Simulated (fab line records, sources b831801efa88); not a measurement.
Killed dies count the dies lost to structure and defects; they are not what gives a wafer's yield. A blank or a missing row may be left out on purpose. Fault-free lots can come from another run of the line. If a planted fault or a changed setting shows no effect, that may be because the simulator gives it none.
Which of the tools did it? ; flow sky130 ; Sampling: 11 lots, 33 wafers, 6 of 708 route steps

## WHAT THE GAUGES SHOWED, per wafer
SKY_METAL1_CD_MEAS_15: the cd target is 140 nm.
lot;measured;on;cd-nm (nm)
L158;day 32 20:50;cd-sem-01;137.8 138.0 136.8
L159;day 33 02:25;cd-sem-01;137.7 138.8 139.2
L160;day 33 20:23;cd-sem-01;138.6 139.7 140.9
L163;day 34 19:48;cd-sem-01;140.6 140.6 142.1
L165;day 35 01:41;cd-sem-01;138.3 138.7 139.3
L166;day 35 08:17;cd-sem-01;140.5 141.3 139.6
L172;day 37 07:05;cd-sem-02;139.8 139.8 138.9
L173;day 37 11:13;cd-sem-02;141.3 142.0 139.8
L174;day 37 20:59;cd-sem-02;140.2 140.2 138.8
L177;day 38 20:13;cd-sem-01;141.3 142.9 140.8
L181;day 39 20:04;cd-sem-02;141.6 142.4 142.3

SKY_VIA1_OVL_MEAS_13.
lot;measured;on;VIA1_OVL (nm)
L158;day 34 00:41;overlay-02;4 1 5
L159;day 34 06:53;overlay-01;4 -3 0
L160;day 35 00:30;overlay-01;2 10 2
L163;day 35 23:21;overlay-02;4 -1 1
L165;day 36 05:23;overlay-01;3 14 0
L166;day 36 12:10;overlay-02;2 17 3
L172;day 38 09:59;overlay-01;-2 -1 1
L173;day 38 14:50;overlay-02;-2 -4 -1
L174;day 39 00:45;overlay-02;4 3 3
L177;day 39 22:24;overlay-02;8 -3 4
L181;day 40 22:02;overlay-01;2 8 8

SKY_METAL2_RS_MEAS_05: measurement is done with a four-point probe.
lot;measured;on;METAL2_ALCU_RS (ohm/sq)
L158;day 34 02:14;film-metro-03;0.1258 0.1285 0.1231
L159;day 34 08:23;film-metro-04;0.1278 0.1239 0.1232
L160;day 35 02:02;film-metro-04;0.1259 0.1246 0.1276
L163;day 36 00:53;film-metro-04;0.1255 0.1252 0.1244
L165;day 36 06:53;film-metro-04;0.1275 0.1250 0.1246
L166;day 36 13:44;film-metro-04;0.1249 0.1252 0.1258
L172;day 38 11:29;film-metro-03;0.1263 0.1265 0.1267 0.1263 0.1267 0.1268
L173;day 38 16:19;film-metro-03;0.1281 0.1296 0.1277 0.1280 0.1295 0.1278
L174;day 39 02:17;film-metro-01;0.1237 0.1278 0.1240
L177;day 39 23:56;film-metro-03;0.1265 0.1293 0.1274
L181;day 40 23:35;film-metro-04;0.1268 0.1275 0.1263

SKY_METAL2_THK_MEAS_06: measures by xrf.
lot;measured;on;METAL2_ALCU_THK (nm)
L158;day 34 02:21;film-metro-03;251 246 255
L159;day 34 08:30;film-metro-04;249 257 257
L160;day 35 02:08;film-metro-04;253 254 248
L163;day 36 00:59;film-metro-04;251 252 255
L165;day 36 07:00;film-metro-04;249 253 253
L166;day 36 13:49;film-metro-04;254 251 251
L172;day 38 13:08;film-metro-03;250 225 225 247 227 228
L173;day 38 19:53;film-metro-03;246 224 224 246 223 224
L174;day 39 02:24;film-metro-01;256 249 257
L177;day 40 00:02;film-metro-03;249 243 248
L181;day 40 23:42;film-metro-04;249 247 250

## EACH LOT AND THE TOOL THAT RAN IT (in order: tool; ch and the chambers of the sampled wafers; start)
lot;SKY_METAL2_SPUTTER_01;SKY_METAL2_SPUTTER_04
L158;pvd-sputter-01, day 34 02:07;pvd-sputter-01, day 34 02:11
L159;pvd-sputter-01, day 34 08:16;pvd-sputter-01, day 34 08:20
L160;pvd-sputter-01, day 35 01:52;pvd-sputter-01, day 35 01:56
L163;pvd-sputter-01, day 36 00:43;pvd-sputter-01, day 36 00:47
L165;pvd-sputter-03, day 36 06:46;pvd-sputter-03, day 36 06:49
L166;pvd-sputter-02, day 36 13:33;pvd-sputter-02, day 36 13:37
L172;pvd-sputter-01, day 38 11:22;pvd-sputter-01, day 38 11:26
L173;pvd-sputter-01, day 38 16:12;pvd-sputter-01, day 38 16:16
L174;pvd-sputter-03, day 39 02:10;pvd-sputter-03, day 39 02:14
L177;pvd-sputter-03, day 39 23:47;pvd-sputter-03, day 39 23:51
L181;pvd-sputter-03, day 40 23:28;pvd-sputter-03, day 40 23:32
- SKY_METAL2_SPUTTER_01: material TiN, target thk 20 nm, time 16.7 s.
- SKY_METAL2_SPUTTER_04: material TiN, target thk 70 nm, time 58.3 s.

## AS READ BY THE TOOLS THEMSELVES (means over the sampled wafers that have a number; for cases with no such wafer, the mark the record gives instead)
SKY_METAL2_SPUTTER_01.
lot;tool;cathode-dc-power-W (W);throttle-valve-pct (%)
L158;pvd-sputter-01;6500.0;29.5
L159;pvd-sputter-01;6500.7;30.0
L160;pvd-sputter-01;6499.7;29.9
L163;pvd-sputter-01;6499.2;30.5
L165;pvd-sputter-03;6498.3;29.4
L166;pvd-sputter-02;6500.4;29.5
L172;pvd-sputter-01;6499.3;29.2
L173;pvd-sputter-01;6498.5;29.3
L174;pvd-sputter-03;6499.9;29.5
L177;pvd-sputter-03;6500.5;29.5
L181;pvd-sputter-03;6500.4;29.6

SKY_METAL2_SPUTTER_04.
lot;tool;cathode-dc-power-W (W);throttle-valve-pct (%)
L158;pvd-sputter-01;6500.7;29.7
L159;pvd-sputter-01;6500.8;30.2
L160;pvd-sputter-01;6499.8;30.1
L163;pvd-sputter-01;6500.0;30.6
L165;pvd-sputter-03;6499.7;29.4
L166;pvd-sputter-02;6499.1;29.6
L172;pvd-sputter-01;6500.2;29.1
L173;pvd-sputter-01;6499.4;29.2
L174;pvd-sputter-03;6500.9;29.5
L177;pvd-sputter-03;6500.9;29.6
L181;pvd-sputter-03;6500.9;29.6

## THE ANSWER, worked out from the rows above alone
Rule: usual is defined by the lots themselves. The widest of any qualifying gaps counts: lots, ordered by their means at a reading, are off when they make up no more than a third of the lots, leave a main group of 4 or more, and stand apart from it by 3 or more times the standard deviation of that group's means. Not used: any main group whose means are identical at the precision the tables above print for the reading. A lot without any number at a reading at which 4 lots or more have one is off too. Any other lot the step has rows for is counted as sound. The gauges are gone through in route order, then the tools' own readings, and for those a lot's mean is taken as printed above. At the first step where some lot is off, the reading lying furthest off is the one used; lots without a number count as furthest.
Off: at SKY_METAL2_THK_MEAS_06 (METAL2_ALCU_THK), L172, L173. The main group has a mean of 251 nm with a standard deviation of 2.3.
If a tool, at a process step before that reading, ran all the lots that are off and no sound lot after the first of them, it fits. Those tools and the gauges at SKY_METAL2_THK_MEAS_06 are tried in the same way. One candidate fits, namely pvd-sputter-01 at SKY_METAL2_SPUTTER_01 and SKY_METAL2_SPUTTER_04. At SKY_METAL2_SPUTTER_01 its last sound lot is L163 (day 36 00:43), its first lot that is off L172 (day 38 11:22): a fault that began between those two fits.

## WHAT THE SIMULATOR PUT IN
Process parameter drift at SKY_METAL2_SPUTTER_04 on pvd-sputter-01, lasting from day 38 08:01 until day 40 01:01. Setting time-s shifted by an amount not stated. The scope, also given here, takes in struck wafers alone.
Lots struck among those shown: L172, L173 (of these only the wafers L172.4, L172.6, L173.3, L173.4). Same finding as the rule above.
